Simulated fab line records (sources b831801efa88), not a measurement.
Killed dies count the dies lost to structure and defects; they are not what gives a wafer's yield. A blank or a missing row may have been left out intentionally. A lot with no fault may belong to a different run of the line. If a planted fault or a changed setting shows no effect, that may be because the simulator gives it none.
fab line records	flow sky130
record lots=11	wafers=33	last-day=50
route steps=708 shown VT_ADJUST_NCORE@129 VT_ADJUST_HVTR@139 GATE_OXIDE@198 PAD_OPEN@708
lots untouched by any fault: they come from a run of this same line in which no faults occurred
start-h: the number of hours between the record's first day and the start of the first shown wafer of the lot	wait-h: hours elapsed since this lot's preceding step	" identical to the entry in the row above	L1.1+2: a single row standing in for several wafers	- no value present, or no start provided	* or withheld: withheld	< > ~ a bound
route shown NAME@n: NAME is a module with steps in the file, n the number in the route of the first one	usual: mean/standard deviation of fault-free wafers	same: alike in all rows	chamber/n: place in a boat	sites: each site's reading	_std_site: how widely they spread, as a standard deviation	_edge_site: inner sites' mean taken away from outer sites' mean	radius-mm: for every site, how far away it sits from the centre of the wafer	mask NAME#n: copy n	behind: the tool/chamber that last shaped the wafer	hold: reason for holding the lot/hours on hold/outcome of the hold	device: transistor that didn't switch, given as n, p or np	end of line: tests run on the same wafers once the route is complete	for a step that has no rows: nothing shown but its recipe	killed: the dies lost at the first sort to structure and to defects; this is not the yield of the wafer	map: dies across one wafer; x = killed, . = not, _ = none there
set.NAME: the setting that was run; set.NAME@STEP: the one run at that earlier step	model.NAME: the simulator's own value behind a step, which no gauge read
route steps across a sampled set of lots; one table per step, one row per wafer
services: when a tool's chamber went out of use (start-h, in hours from the record's first day, below 0 if earlier), for how many hours, and the reason
## steps
# step SKY_VT_ADJUST_NCORE_STRIP_10
# recipe chemistry=O2/N2	power-w=1400	pressure-mtorr=1500	platen-temp-c=withheld	o2-flow-sccm=3000	n2-flow-sccm=300	overash-fraction=0.5
# usual drypump-motor-current-A=5.5/0.39	oes-product-au=0.716/0.0046	strip-time-to-endpoint-s=14.17/0.037
lot.wafer	tool	chamber	start-h	wait-h	drypump-motor-current-A	oes-product-au	rf-hours-counter-h	strip-time-to-endpoint-s
L120.1	plasma-asher-02	1	200.98	0.1	5.4	0.707	51	14.17
L120.4	"	0	"	"	5.3	0.712	-	14.15
L120.6	"	0	"	"	5.3	0.712	-	14.17
L122.3	plasma-asher-04	0	218.33	0.1	5.4	0.718	-	14.19
L122.4	"	1	"	"	4.9	0.720	-	14.13
L122.5	"	1	"	"	4.9	0.721	-	14.14
L124.2	plasma-asher-01	0	229.19	0.1	6.1	0.719	11	14.19
L124.5	"	1	"	"	5.9	0.720	-	14.19
L124.6	"	0	"	"	6.1	0.712	-	14.15
L125.2	plasma-asher-02	1	236.14	0.1	5.4	0.718	54	14.22
L125.3	"	0	"	"	5.3	0.715	-	14.23
L125.6	"	1	"	"	5.3	0.715	-	14.15
L127.2	plasma-asher-02	1	250.04	0.1	5.3	0.725	56	14.14
L127.4	"	0	"	"	5.3	0.715	-	14.18
L127.6	"	1	"	"	5.4	0.711	-	14.23
L128.1	plasma-asher-02	0	256.14	0.1	5.3	0.718	56	14.19
L128.2	"	1	"	"	5.4	0.719	56	14.19
L128.5	"	0	"	"	5.3	0.727	-	14.20
L131.1	plasma-asher-01	0	282.94	0.1	6.1	0.716	16	14.18
L131.4	"	0	"	"	6.1	0.721	-	14.16
L131.5	"	0	"	"	6.1	0.717	-	14.16
L132.1	plasma-asher-01	1	292.24	0.1	5.9	0.723	16	14.16
L132.4	"	0	"	"	6.1	0.710	-	14.17
L132.6	"	1	"	"	5.8	0.711	-	14.20
L133.1	plasma-asher-04	0	296.28	0.1	5.5	0.711	48	14.15
L133.3	"	0	"	"	5.4	0.719	-	14.10
L133.6	"	0	"	"	5.5	0.713	-	14.13
L135.1	plasma-asher-04	1	312.19	0.1	4.9	0.715	49	14.20
L135.2	"	0	"	"	5.4	0.717	49	14.25
L135.6	"	1	"	"	4.9	0.709	-	14.20
L140.3	plasma-asher-01	1	346.32	0.1	5.9	0.718	-	14.16
L140.4	"	0	"	"	6.1	0.717	-	14.17
L140.5	"	0	"	"	6.1	0.712	-	14.14
# step SKY_VT_ADJUST_HVTR_OVL_MEAS_08
# usual VT_ADJUST_HVTR_OVL=-1.0/1.3
lot.wafer	tool	chamber	start-h	wait-h	VT_ADJUST_HVTR_OVL[nm]
L120.1	overlay-01	-	222.43	0.1	1.1
L120.4	"	-	"	"	-0.2
L120.6	"	-	"	"	0.3
L122.3	overlay-02	-	240.02	0.1	-2.7
L122.4	"	-	"	"	-2.3
L122.5	"	-	"	"	-0.7
L124.2	overlay-01	-	252.80	0.1	-3.1
L124.5	"	-	"	"	-3.3
L124.6	"	-	"	"	-3.1
L125.2	overlay-01	-	259.80	0.1	-2.0
L125.3	"	-	"	"	-1.4
L125.6	"	-	"	"	-3.7
L127.2	overlay-02	-	273.87	0.1	-1.3
L127.4	"	-	"	"	-2.9
L127.6	"	-	"	"	-2.1
L128.1	overlay-02	-	280.68	0.1	-0.6
L128.2	"	-	"	"	-1.0
L128.5	"	-	"	"	-0.8
L131.1	overlay-02	-	308.48	0.1	0.5
L131.4	"	-	"	"	0.8
L131.5	"	-	"	"	-0.6
L132.1	overlay-01	-	318.19	0.1	-1.6
L132.4	"	-	"	"	-1.8
L132.6	"	-	"	"	-1.2
L133.1	overlay-01	-	322.46	0.1	-2.3
L133.3	"	-	"	"	-0.8
L133.6	"	-	"	"	-1.0
L135.1	overlay-01	-	338.36	0.1	0.3
L135.2	"	-	"	"	0.5
L135.6	"	-	"	"	0.3
L140.3	overlay-02	-	373.97	0.1	0.8
L140.4	"	-	"	"	0.6
L140.5	"	-	"	"	0.3
# step SKY_GATE_OXIDE_IMPLANT_11
# recipe species=B	energy-kev=10	dose-cm2=2.6e+12	tilt-deg=withheld
# usual dose-ions-cm2=2.5998e+12/2.6e+09	faraday-current-uA=14.61/0.29
# same implant-ion-amu=11
lot.wafer	tool	chamber	start-h	wait-h	dose-ions-cm2	faraday-current-uA
L120.1	implanter-04	0	328.06	0.0	2.5972e+12	15.25
L120.4	"	0	"	"	2.6046e+12	14.58
L120.6	"	0	"	"	2.5991e+12	13.98
L122.3	implanter-01	0	347.56	0.1	2.6053e+12	14.70
L122.4	"	0	"	"	2.6033e+12	14.83
L122.5	"	0	"	"	2.6005e+12	14.65
L124.2	implanter-04	0	364.98	0.0	2.5953e+12	14.31
L124.5	"	0	"	"	2.6e+12	15.14
L124.6	"	0	"	"	2.6002e+12	14.59
L125.2	implanter-04	0	372.05	0.0	2.6031e+12	14.78
L125.3	"	0	"	"	2.605e+12	14.76
L125.6	"	0	"	"	2.6024e+12	14.89
L127.2	implanter-01	0	389.47	0.0	2.599e+12	14.45
L127.4	"	0	"	"	2.6016e+12	14.85
L127.6	"	0	"	"	2.6031e+12	14.82
L128.1	implanter-01	0	396.40	0.0	2.6032e+12	14.02
L128.2	"	0	"	"	2.6002e+12	14.22
L128.5	"	0	"	"	2.6038e+12	14.84
L131.1	implanter-01	0	428.17	0.0	1.8014e+12	10.24
L131.4	"	0	"	"	1.8e+12	10.51
L131.5	"	0	"	"	1.8018e+12	10.46
L132.1	implanter-01	0	441.72	0.0	1.7981e+12	10.17
L132.4	"	0	"	"	1.8012e+12	10.19
L132.6	"	0	"	"	1.7968e+12	10.12
L133.1	implanter-01	0	444.82	0.0	1.8015e+12	10.08
L133.3	"	0	"	"	1.7994e+12	9.74
L133.6	"	0	"	"	1.8005e+12	10.34
L135.1	implanter-04	0	464.46	0.0	2.6009e+12	14.51
L135.2	"	0	"	"	2.5994e+12	14.41
L135.6	"	0	"	"	2.6006e+12	14.54
L140.3	implanter-01	0	517.62	0.1	2.6032e+12	14.66
L140.4	"	0	"	"	2.598e+12	14.76
L140.5	"	0	"	"	2.6009e+12	14.02
# step SKY_GATE_OXIDE_STRIP_13
# recipe chemistry=O2/N2	power-w=1400	pressure-mtorr=1500	platen-temp-c=withheld	o2-flow-sccm=3000	n2-flow-sccm=300	overash-fraction=0.5
# usual drypump-motor-current-A=5.4/0.35	oes-product-au=0.715/0.0048	strip-time-to-endpoint-s=14.17/0.047
lot.wafer	tool	chamber	start-h	wait-h	drypump-motor-current-A	oes-product-au	rf-hours-counter-h	strip-time-to-endpoint-s
L120.1	plasma-asher-02	1	328.31	0.0	5.3	0.711	64	14.09
L120.4	"	1	"	"	5.4	0.712	-	14.13
L120.6	"	1	"	"	5.4	0.712	-	14.10
L122.3	plasma-asher-02	0	347.79	0.0	5.3	0.709	-	14.13
L122.4	"	1	"	"	5.3	0.713	-	14.11
L122.5	"	1	"	"	5.4	0.712	-	14.13
L124.2	plasma-asher-01	0	365.22	0.0	6.1	0.720	23	14.22
L124.5	"	1	"	"	5.9	0.711	-	14.21
L124.6	"	0	"	"	6.1	0.717	-	14.20
L125.2	plasma-asher-02	1	372.40	0.0	5.4	0.716	68	14.12
L125.3	"	1	"	"	5.4	0.715	-	14.21
L125.6	"	0	"	"	5.3	0.711	-	14.16
L127.2	plasma-asher-04	0	389.71	0.0	5.4	0.715	57	14.25
L127.4	"	0	"	"	5.4	0.722	-	14.20
L127.6	"	1	"	"	5.0	0.714	-	14.20
L128.1	plasma-asher-01	1	396.65	0.0	5.9	0.717	27	14.21
L128.2	"	0	"	"	6.1	0.711	27	14.22
L128.5	"	0	"	"	6.1	0.721	-	14.22
L131.1	plasma-asher-04	1	428.43	0.0	5.0	0.714	60	14.15
L131.4	"	0	"	"	5.5	0.720	-	14.11
L131.5	"	1	"	"	4.9	0.709	-	14.14
L132.1	plasma-asher-04	0	441.98	0.0	5.4	0.717	62	14.15
L132.4	"	1	"	"	4.9	0.717	-	14.18
L132.6	"	0	"	"	5.4	0.719	-	14.19
L133.1	plasma-asher-04	0	445.08	0.0	5.5	0.715	62	14.11
L133.3	"	0	"	"	5.4	0.716	-	14.16
L133.6	"	1	"	"	5.0	0.712	-	14.18
L135.1	plasma-asher-02	0	464.71	0.0	5.3	0.715	78	14.17
L135.2	"	1	"	"	5.4	0.710	78	14.16
L135.6	"	0	"	"	5.3	0.709	-	14.19
L140.3	plasma-asher-04	0	517.86	0.0	5.4	0.718	-	14.10
L140.4	"	1	"	"	4.9	0.710	-	14.07
L140.5	"	1	"	"	5.0	0.714	-	14.11
# step SKY_GATE_OXIDE_TW_MEAS_14
# usual GATE_OXIDE_TW=221.9/2
lot.wafer	tool	chamber	start-h	wait-h	hold	GATE_OXIDE_TW
L120.1	film-metro-02	-	328.41	0.1	-	223.2
L120.4	"	-	"	"	-	222.6
L120.6	"	-	"	"	-	223.3
L122.3	film-metro-04	-	347.88	0.1	-	223.0
L122.4	"	-	"	"	-	223.3
L122.5	"	-	"	"	-	223.6
L124.2	film-metro-01	-	365.33	0.1	-	222.6
L124.5	"	-	"	"	-	221.1
L124.6	"	-	"	"	-	222.0
L125.2	film-metro-02	-	372.51	0.1	-	218.7
L125.3	"	-	"	"	-	218.6
L125.6	"	-	"	"	-	218.8
L127.2	film-metro-02	-	389.82	0.1	-	220.5
L127.4	"	-	"	"	-	219.9
L127.6	"	-	"	"	-	220.5
L128.1	film-metro-04	-	396.75	0.1	-	223.9
L128.2	"	-	"	"	-	224.3
L128.5	"	-	"	"	-	224.5
L131.1	film-metro-02	-	428.53	0.1	await-dispo/0.2h/release	197.8
L131.4	"	-	"	"	await-dispo/0.2h/release	197.7
L131.5	"	-	"	"	await-dispo/0.2h/release	197.2
L131.1	film-metro-02	-	428.75	0.2	-	197.2
L131.4	"	-	"	"	-	196.8
L131.5	"	-	"	"	-	197.9
L132.1	film-metro-01	-	442.08	0.1	await-dispo/0.2h/release	200.8
L132.4	"	-	"	"	await-dispo/0.2h/release	200.3
L132.6	"	-	"	"	await-dispo/0.2h/release	201.0
L132.1	film-metro-01	-	442.30	0.2	-	200.3
L132.4	"	-	"	"	-	201.0
L132.6	"	-	"	"	-	200.7
L133.1	film-metro-02	-	445.18	0.1	await-dispo/0.2h/release	198.0
L133.3	"	-	"	"	await-dispo/0.2h/release	199.0
L133.6	"	-	"	"	await-dispo/0.2h/release	197.7
L133.1	film-metro-02	-	445.41	0.2	-	198.0
L133.3	"	-	"	"	-	197.9
L133.6	"	-	"	"	-	197.6
L135.1	film-metro-01	-	464.81	0.1	-	221.8
L135.2	"	-	"	"	-	222.6
L135.6	"	-	"	"	-	222.4
L140.3	film-metro-01	-	517.94	0.1	-	223.4
L140.4	"	-	"	"	-	223.2
L140.5	"	-	"	"	-	224.4
# step SKY_PAD_OPEN_PROBE_99
# usual killed_at_M0_to_M3=43/7.2	killed_at_M4_up=3.0/1.7	killed-at-contacts=24/5.3	killed-at-front-end=15/4.6	killed-at-other=0.3/0.5	killed-dies=85/10	killed-open=46/7.2	killed-short=39/6.4
# same gross-dies=492	killed-at-back-side=0
lot.wafer	tool	chamber	start-h	wait-h	hold	killed_at_M0_to_M3	killed_at_M4_up	killed-at-contacts	killed-at-front-end	killed-at-other	killed-dies	killed-open	killed-short
L120.1	prober-01	-	1096.86	0.1	-	64	0	23	9	1	97	55	42
L120.4	prober-01	-	1097.01	0.2	-	48	1	26	15	0	90	49	41
L120.6	prober-01	-	1097.11	0.2	-	47	2	24	18	0	91	47	44
L122.3	prober-01	-	1106.19	0.2	-	38	2	20	22	0	82	40	42
L122.4	prober-01	-	1106.24	0.2	-	43	1	24	19	0	87	37	50
L122.5	prober-01	-	1106.29	0.2	-	43	2	22	20	0	87	51	36
L124.2	prober-01	-	1115.71	0.1	-	35	6	30	20	1	92	51	41
L124.5	prober-01	-	1115.86	0.2	-	36	1	20	16	1	74	36	38
L124.6	prober-01	-	1115.91	0.2	-	41	5	13	17	0	76	42	34
L125.2	prober-02	-	1120.00	0.1	-	40	3	23	14	0	80	48	32
L125.3	prober-02	-	1120.05	0.2	-	31	2	19	19	0	71	41	30
L125.6	prober-02	-	1120.20	0.2	-	50	5	26	11	1	93	51	42
L127.2	prober-02	-	1139.90	0.1	-	41	1	21	16	0	79	44	35
L127.4	prober-02	-	1140.00	0.2	-	51	7	23	8	0	89	42	47
L127.6	prober-02	-	1140.10	0.2	-	41	0	19	15	0	75	40	35
L128.1	prober-01	-	1140.49	0.1	-	40	3	30	12	1	86	57	29
L128.2	prober-01	-	1140.54	0.1	-	39	2	25	13	0	79	45	34
L128.5	prober-01	-	1140.69	0.2	-	29	3	22	10	0	64	28	36
L131.1	prober-02	-	1157.24	0.1	await-dispo/11.5h/release	34	3	24	20	1	82	46	36
L131.4	prober-02	-	1157.39	0.2	await-dispo/11.5h/release	52	5	20	14	0	91	46	45
L131.5	prober-02	-	1157.44	0.2	await-dispo/11.5h/release	47	1	13	11	1	73	38	35
L132.1	prober-01	-	1167.63	0.1	await-dispo/2.7h/release	42	2	19	12	0	75	47	28
L132.4	prober-01	-	1167.78	0.2	await-dispo/2.7h/release	51	7	9	20	1	88	46	42
L132.6	prober-01	-	1167.88	0.2	await-dispo/2.7h/release	41	4	26	10	0	81	44	37
L133.1	prober-02	-	1169.58	0.1	await-dispo/5.4h/release	43	2	38	6	0	89	53	36
L133.3	prober-02	-	1169.68	0.2	await-dispo/5.4h/release	32	3	25	11	0	71	39	32
L133.6	prober-02	-	1169.83	0.2	await-dispo/5.4h/release	37	1	19	7	0	64	38	26
L135.1	prober-02	-	1179.23	0.1	-	38	2	20	17	0	77	45	32
L135.2	prober-02	-	1179.28	0.1	-	35	1	24	12	0	72	41	31
L135.6	prober-02	-	1179.48	0.2	-	52	3	22	14	0	91	50	41
L140.3	prober-01	-	1207.45	0.2	-	36	4	24	19	0	83	46	37
L140.4	prober-01	-	1207.50	0.2	-	40	1	25	13	1	80	45	35
L140.5	prober-01	-	1207.55	0.2	-	40	4	23	16	1	84	45	39
# killed by level:class
L120.1 VIA1:geometric-particle:open=20 METAL2:geometric-particle:short=9 CONTACT:geometric-particle:open=9 VIA3:geometric-particle:open=8 VIA2:geometric-particle:open=7 VIA1:geometric-particle:short=6 METAL1:geometric-particle:short=5 LI_CONTACT:geometric-particle:open=4
L120.4 CONTACT:geometric-particle:open=10 LI_CONTACT:geometric-particle:open=8 VIA1:geometric-particle:open=8 VIA1:geometric-particle:short=8 VIA2:geometric-particle:open=7 VIA3:geometric-particle:open=6 FIELD_ISO:geometric-particle:short=4 POLY_GATE:geometric-particle:short=4
L120.6 CONTACT:geometric-particle:open=10 VIA1:geometric-particle:open=9 METAL1:geometric-particle:short=8 LI_CONTACT:geometric-particle:open=7 FIELD_ISO:geometric-particle:open=6 VIA2:geometric-particle:open=6 METAL2:geometric-particle:short=6 CONTACT:geometric-particle:short=5
L122.3 METAL2:geometric-particle:short=8 FIELD_ISO:geometric-particle:short=7 VIA1:geometric-particle:open=7 CONTACT:geometric-particle:open=6 VIA2:geometric-particle:open=6 POLY_GATE:geometric-particle:open=5 POLY_GATE:geometric-particle:short=4 LI_CONTACT:geometric-particle:open=4
L122.4 VIA3:geometric-particle:open=10 FIELD_ISO:geometric-particle:short=7 VIA1:geometric-particle:short=7 CONTACT:geometric-particle:short=6 LOCAL_INTERCONNECT:geometric-particle:short=6 LI_CONTACT:geometric-particle:open=5 CONTACT:geometric-particle:open=5 METAL1:geometric-particle:short=5
L122.5 VIA1:geometric-particle:open=13 CONTACT:geometric-particle:open=10 FIELD_ISO:geometric-particle:short=7 VIA3:geometric-particle:open=6 LI_CONTACT:geometric-particle:open=6 VIA1:geometric-particle:short=6 VIA2:geometric-particle:open=5 POLY_GATE:geometric-particle:short=4
L124.2 FIELD_ISO:geometric-particle:open=11 LI_CONTACT:geometric-particle:open=10 CONTACT:geometric-particle:open=7 VIA1:geometric-particle:open=6 VIA3:geometric-particle:short=6 LOCAL_INTERCONNECT:geometric-particle:short=5 FIELD_ISO:geometric-particle:short=4 LI_CONTACT:geometric-particle:short=4
L124.5 VIA1:geometric-particle:open=8 METAL3:geometric-particle:short=7 FIELD_ISO:geometric-particle:short=6 LI_CONTACT:geometric-particle:open=5 CONTACT:geometric-particle:short=5 CONTACT:geometric-particle:open=5 VIA2:geometric-particle:open=4 VIA3:geometric-particle:open=4
L124.6 VIA3:geometric-particle:open=11 VIA1:geometric-particle:open=8 LI_CONTACT:geometric-particle:open=6 METAL1:geometric-particle:short=6 FIELD_ISO:geometric-particle:open=4 VIA1:geometric-particle:short=4 VIA3:geometric-particle:short=4 METAL4:geometric-particle:short=4
L125.2 CONTACT:geometric-particle:open=13 VIA1:geometric-particle:open=8 VIA2:geometric-particle:open=7 LI_CONTACT:geometric-particle:open=6 VIA3:geometric-particle:open=6 METAL2:geometric-particle:short=5 METAL1:geometric-particle:short=5 POLY_GATE:geometric-particle:short=4
L125.3 METAL3:geometric-particle:short=7 LI_CONTACT:geometric-particle:open=6 POLY_GATE:geometric-particle:open=5 CONTACT:geometric-particle:open=5 VIA3:geometric-particle:open=5 FIELD_ISO:geometric-particle:open=4 POLY_GATE:geometric-particle:short=4 CONTACT:geometric-particle:short=4
L125.6 VIA1:geometric-particle:open=10 VIA2:geometric-particle:open=9 CONTACT:geometric-particle:open=8 LI_CONTACT:geometric-particle:open=7 METAL1:geometric-particle:short=6 METAL2:geometric-particle:short=6 METAL4:geometric-particle:short=5 LOCAL_INTERCONNECT:geometric-particle:short=4
L127.2 VIA3:geometric-particle:open=11 LI_CONTACT:geometric-particle:open=9 VIA1:geometric-particle:open=9 POLY_GATE:geometric-particle:short=6 FIELD_ISO:geometric-particle:open=4 CONTACT:geometric-particle:short=4 CONTACT:geometric-particle:open=4 VIA3:geometric-particle:short=4
L127.4 VIA1:geometric-particle:open=12 VIA2:geometric-particle:open=11 CONTACT:geometric-particle:short=9 METAL2:geometric-particle:short=8 VIA1:geometric-particle:short=7 CONTACT:geometric-particle:open=5 LI_CONTACT:geometric-particle:short=4 METAL4:geometric-particle:short=4
L127.6 VIA1:geometric-particle:open=10 CONTACT:geometric-particle:open=6 VIA2:geometric-particle:open=5 CONTACT:geometric-particle:short=5 VIA1:geometric-particle:short=5 FIELD_ISO:geometric-particle:open=4 POLY_GATE:geometric-particle:short=4 LOCAL_INTERCONNECT:geometric-particle:short=4
L128.1 LI_CONTACT:geometric-particle:open=12 CONTACT:geometric-particle:open=10 VIA3:geometric-particle:open=9 VIA1:geometric-particle:open=7 LOCAL_INTERCONNECT:geometric-particle:open=5 VIA1:geometric-particle:short=5 VIA2:geometric-particle:open=4 VIA2:geometric-particle:short=4
L128.2 LI_CONTACT:geometric-particle:open=8 VIA1:geometric-particle:open=8 POLY_GATE:geometric-particle:open=7 CONTACT:geometric-particle:open=7 METAL2:geometric-particle:short=7 VIA2:geometric-particle:open=6 CONTACT:geometric-particle:short=6 METAL1:geometric-particle:short=5
L128.5 CONTACT:geometric-particle:short=8 VIA1:geometric-particle:open=7 LI_CONTACT:geometric-particle:open=6 METAL2:geometric-particle:short=6 CONTACT:geometric-particle:open=5 SPACER:geometric-particle:short=4 METAL1:geometric-particle:short=3 VIA1:geometric-particle:short=3
L131.1 CONTACT:geometric-particle:open=13 VIA3:geometric-particle:open=7 METAL2:geometric-particle:short=7 FIELD_ISO:geometric-particle:short=6 VIA2:geometric-particle:open=6 VIA1:geometric-particle:open=6 POLY_GATE:geometric-particle:short=5 FIELD_ISO:geometric-particle:open=4
L131.4 VIA1:geometric-particle:open=10 CONTACT:geometric-particle:open=8 METAL2:geometric-particle:short=8 VIA2:geometric-particle:open=8 VIA3:geometric-particle:open=6 VIA3:geometric-particle:short=5 METAL4:geometric-particle:short=5 VIA2:geometric-particle:short=5
L131.5 VIA1:geometric-particle:open=9 VIA2:geometric-particle:open=8 VIA3:geometric-particle:open=7 VIA2:geometric-particle:short=5 METAL1:geometric-particle:short=4 LI_CONTACT:geometric-particle:open=4 CONTACT:geometric-particle:open=4 METAL2:geometric-particle:short=4
L132.1 VIA1:geometric-particle:open=10 LI_CONTACT:geometric-particle:open=7 CONTACT:geometric-particle:open=7 FIELD_ISO:geometric-particle:open=6 METAL1:geometric-particle:short=6 METAL2:geometric-particle:short=6 VIA2:geometric-particle:open=5 VIA2:geometric-particle:short=4
L132.4 VIA1:geometric-particle:open=8 VIA2:geometric-particle:open=8 FIELD_ISO:geometric-particle:open=7 VIA3:geometric-particle:open=7 METAL1:geometric-particle:short=6 VIA1:geometric-particle:short=6 METAL2:geometric-particle:short=5 POLY_GATE:geometric-particle:short=4
L132.6 LI_CONTACT:geometric-particle:open=10 METAL2:geometric-particle:short=7 VIA1:geometric-particle:open=7 VIA2:geometric-particle:open=7 VIA3:geometric-particle:open=6 CONTACT:geometric-particle:open=6 CONTACT:geometric-particle:short=6 FIELD_ISO:geometric-particle:open=4
L133.1 CONTACT:geometric-particle:open=12 VIA1:geometric-particle:open=10 LI_CONTACT:geometric-particle:open=9 CONTACT:geometric-particle:short=8 LOCAL_INTERCONNECT:geometric-particle:short=7 VIA2:geometric-particle:open=7 METAL1:geometric-particle:short=6 VIA3:geometric-particle:open=5
L133.3 CONTACT:geometric-particle:open=10 VIA3:geometric-particle:open=8 METAL1:geometric-particle:short=7 METAL2:geometric-particle:short=6 LI_CONTACT:geometric-particle:open=5 CONTACT:geometric-particle:short=5 VIA1:geometric-particle:open=4 LOCAL_INTERCONNECT:geometric-particle:open=3
L133.6 VIA1:geometric-particle:open=10 CONTACT:geometric-particle:open=9 METAL2:geometric-particle:short=6 LI_CONTACT:geometric-particle:open=5 VIA2:geometric-particle:short=5 VIA2:geometric-particle:open=5 LOCAL_INTERCONNECT:geometric-particle:short=3 VIA1:geometric-particle:short=3
L135.1 VIA1:geometric-particle:open=11 LOCAL_INTERCONNECT:geometric-particle:short=6 CONTACT:geometric-particle:open=6 FIELD_ISO:geometric-particle:short=5 METAL2:geometric-particle:short=5 LI_CONTACT:geometric-particle:open=5 FIELD_ISO:geometric-particle:open=4 METAL3:geometric-particle:short=4
L135.2 LI_CONTACT:geometric-particle:open=8 VIA3:geometric-particle:open=8 VIA1:geometric-particle:open=7 VIA1:geometric-particle:short=5 CONTACT:geometric-particle:open=4 LOCAL_INTERCONNECT:geometric-particle:short=4 CONTACT:geometric-particle:short=4 METAL1:geometric-particle:short=4
L135.6 VIA1:geometric-particle:open=15 CONTACT:geometric-particle:open=11 VIA2:geometric-particle:open=9 VIA1:geometric-particle:short=8 POLY_GATE:geometric-particle:short=7 METAL2:geometric-particle:short=7 LI_CONTACT:geometric-particle:open=4 VIA3:geometric-particle:short=4
L140.3 VIA1:geometric-particle:open=10 LI_CONTACT:geometric-particle:open=8 POLY_GATE:geometric-particle:short=7 CONTACT:geometric-particle:open=6 METAL1:geometric-particle:short=5 FIELD_ISO:geometric-particle:short=4 FIELD_ISO:geometric-particle:open=4 CONTACT:geometric-particle:short=4
L140.4 VIA3:geometric-particle:open=12 VIA1:geometric-particle:open=9 CONTACT:geometric-particle:open=7 LI_CONTACT:geometric-particle:open=5 LOCAL_INTERCONNECT:geometric-particle:short=5 VIA1:geometric-particle:short=5 FIELD_ISO:geometric-particle:open=4 METAL1:geometric-particle:short=4
L140.5 LI_CONTACT:geometric-particle:open=9 VIA1:geometric-particle:open=8 POLY_GATE:geometric-particle:open=5 VIA3:geometric-particle:open=5 CONTACT:geometric-particle:open=5 METAL2:geometric-particle:short=5 VIA2:geometric-particle:short=5 POLY_GATE:geometric-particle:short=4
## services
tool	chamber	start-h	hours	kind
plasma-asher-01	-	196.23	1.2	repair
plasma-asher-01	-	240.27	1.3	repair
implanter-04	-	270.46	1.1	repair
plasma-asher-04	-	277.38	2.3	repair
implanter-04	-	282.34	3.4	pm
implanter-01	-	288.06	3.3	pm
implanter-01	-	317.03	1.1	repair
plasma-asher-01	-	317.86	0.7	repair
plasma-asher-04	-	319.39	3.2	repair
implanter-01	-	389.87	5.1	pm
plasma-asher-04	-	392.91	1.9	repair
plasma-asher-01	-	399.86	0.5	repair
plasma-asher-04	-	415.36	4.1	repair
plasma-asher-02	-	427.39	11.1	repair
implanter-01	-	428.88	0.7	repair
implanter-01	-	431.14	4.7	repair
implanter-04	-	500.36	0.7	repair
implanter-04	-	516.11	5.6	pm
## key
first-sign step=SKY_GATE_OXIDE_IMPLANT_11	reading=dose-ions-cm2	direction=down	sigmas=99+	usual=*	struck=*
effect step=SKY_GATE_OXIDE_IMPLANT_11	reading=faraday-current-uA	direction=down	sigmas=15	usual=14.61	struck=10.21
effect step=SKY_GATE_OXIDE_TW_MEAS_14	reading=visit	direction=added
effect step=SKY_GATE_OXIDE_TW_MEAS_14	reading=GATE_OXIDE_TW	direction=down	sigmas=12	usual=221.9	struck=198.8
effect step=SKY_PAD_OPEN_PROBE_99	reading=hold	direction=added
met-at SKY_GATE_OXIDE_IMPLANT_11
struck-lots L131,L132,L133
tester-left-out L131,L132,L133
not-acting-at SKY_VT_ADJUST_NCORE_STRIP_10,SKY_VT_ADJUST_HVTR_OVL_MEAS_08,SKY_GATE_OXIDE_STRIP_13
onset-between 396.40 428.17
fault kind=process-parameter-drift	tool=implanter-01	chamber=-	onset-h=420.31	steps=SKY_GATE_OXIDE_IMPLANT_11	channel=dose-cm2	offset=*	shape=step	end-h=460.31	acts-in=*	stated=*
# tester-left-out: of these lots the tester's yield and bins aren't shown, on N5 and GAA mostly nor the transistor test; their killed dies are dies lost to structure and defects alone, not to doping, threshold or leakage, so they don't give the yield
